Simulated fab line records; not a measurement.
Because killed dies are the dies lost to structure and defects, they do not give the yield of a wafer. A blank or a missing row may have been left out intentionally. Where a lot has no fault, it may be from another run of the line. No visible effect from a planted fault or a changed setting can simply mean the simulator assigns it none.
Which tool is to blame? || flow sky130 || 24 lots (72 wafers sampled), 1 step of a 708-step route

WHAT EACH GAUGE READ, for each wafer
SKY_VIA1_OVL_MEAS_13. Usual: for VIA1_OVL the level is 0 nm and the standard deviation is 6.5.
{"lot": "L074", "measured": "day 34 00:19", "on": "overlay-02", "VIA1_OVL (nm)": "-1 -4 -1", "flag": ""}
{"lot": "L075", "measured": "day 34 21:36", "on": "overlay-02", "VIA1_OVL (nm)": "7 -3 4", "flag": ""}
{"lot": "L076", "measured": "day 35 01:36", "on": "overlay-01", "VIA1_OVL (nm)": "1 -6 -3", "flag": ""}
{"lot": "L077", "measured": "day 35 16:22", "on": "overlay-02", "VIA1_OVL (nm)": "0 7 -4", "flag": ""}
{"lot": "L079", "measured": "day 35 20:53", "on": "overlay-01", "VIA1_OVL (nm)": "3 -1 5", "flag": ""}
{"lot": "L078", "measured": "day 36 01:00", "on": "overlay-01", "VIA1_OVL (nm)": "9 -2 6", "flag": ""}
{"lot": "L080", "measured": "day 36 11:09", "on": "overlay-02", "VIA1_OVL (nm)": "9 3 7", "flag": ""}
{"lot": "L081", "measured": "day 36 21:32", "on": "overlay-02", "VIA1_OVL (nm)": "3 -6 4", "flag": ""}
{"lot": "L082", "measured": "day 36 22:59", "on": "overlay-02", "VIA1_OVL (nm)": "-1 -7 -4", "flag": ""}
{"lot": "L083", "measured": "day 37 14:42", "on": "overlay-01", "VIA1_OVL (nm)": "0 11 8", "flag": ""}
{"lot": "L085", "measured": "day 37 22:56", "on": "overlay-02", "VIA1_OVL (nm)": "-1 -2 -2", "flag": ""}
{"lot": "L084", "measured": "day 38 00:06", "on": "overlay-01", "VIA1_OVL (nm)": "9 -8 -5", "flag": ""}
{"lot": "L086", "measured": "day 38 04:29", "on": "overlay-01", "VIA1_OVL (nm)": "-1 -6 -8", "flag": ""}
{"lot": "L087", "measured": "day 39 01:21", "on": "overlay-02", "VIA1_OVL (nm)": "13 0 3", "flag": ""}
{"lot": "L088", "measured": "day 39 09:47", "on": "overlay-01", "VIA1_OVL (nm)": "6 -6 -2", "flag": ""}
{"lot": "L089", "measured": "day 39 21:54", "on": "overlay-01", "VIA1_OVL (nm)": "2 0 -5", "flag": ""}
{"lot": "L090", "measured": "day 40 02:39", "on": "overlay-02", "VIA1_OVL (nm)": "-2 -10 3", "flag": ""}
{"lot": "L091", "measured": "day 40 16:30", "on": "overlay-02", "VIA1_OVL (nm)": "1 -6 -9", "flag": ""}
{"lot": "L092", "measured": "day 40 22:10", "on": "overlay-02", "VIA1_OVL (nm)": "1 -3 -10", "flag": ""}
{"lot": "L093", "measured": "day 41 03:55", "on": "overlay-01", "VIA1_OVL (nm)": "-3 11 -3", "flag": ""}
{"lot": "L094", "measured": "day 41 06:03", "on": "overlay-02", "VIA1_OVL (nm)": "-4 -12 -5", "flag": ""}
{"lot": "L096", "measured": "day 41 09:23", "on": "overlay-01", "VIA1_OVL (nm)": "9 4 13", "flag": ""}
{"lot": "L095", "measured": "day 41 12:43", "on": "overlay-02", "VIA1_OVL (nm)": "8 17 1", "flag": ""}
{"lot": "L097", "measured": "day 41 16:33", "on": "overlay-01", "VIA1_OVL (nm)": "-5 -3 5", "flag": ""}

WHICH TOOL RAN EACH LOT (tool, then ch and the chambers of the sampled wafers, then the start)
Before these readings, the record contains no process step.

AS READ BY THE TOOLS THEMSELVES (means over the sampled wafers that have a number; for cases with no such wafer, the mark the record gives instead)
The record holds no such reading with a usual standard deviation.

THE ANSWER, worked out from the rows above alone
Rule: a lot counts as off when the mean over its wafers that have a number is more than 3 standard deviations away from the usual mean. Also off: a lot with no number at a reading for which 4 or more lots have one. Where the step has rows for the other lots, those lots are counted as sound. The gauges are gone through in route order, then the tools' own readings, and for those a lot's mean is taken as printed above. At the first step where some lot is off, the reading lying furthest off is the one used; lots without a number count as furthest.
No lot is off at any reading shown: from this, nothing can be told.

WHAT THE SIMULATOR PUT IN
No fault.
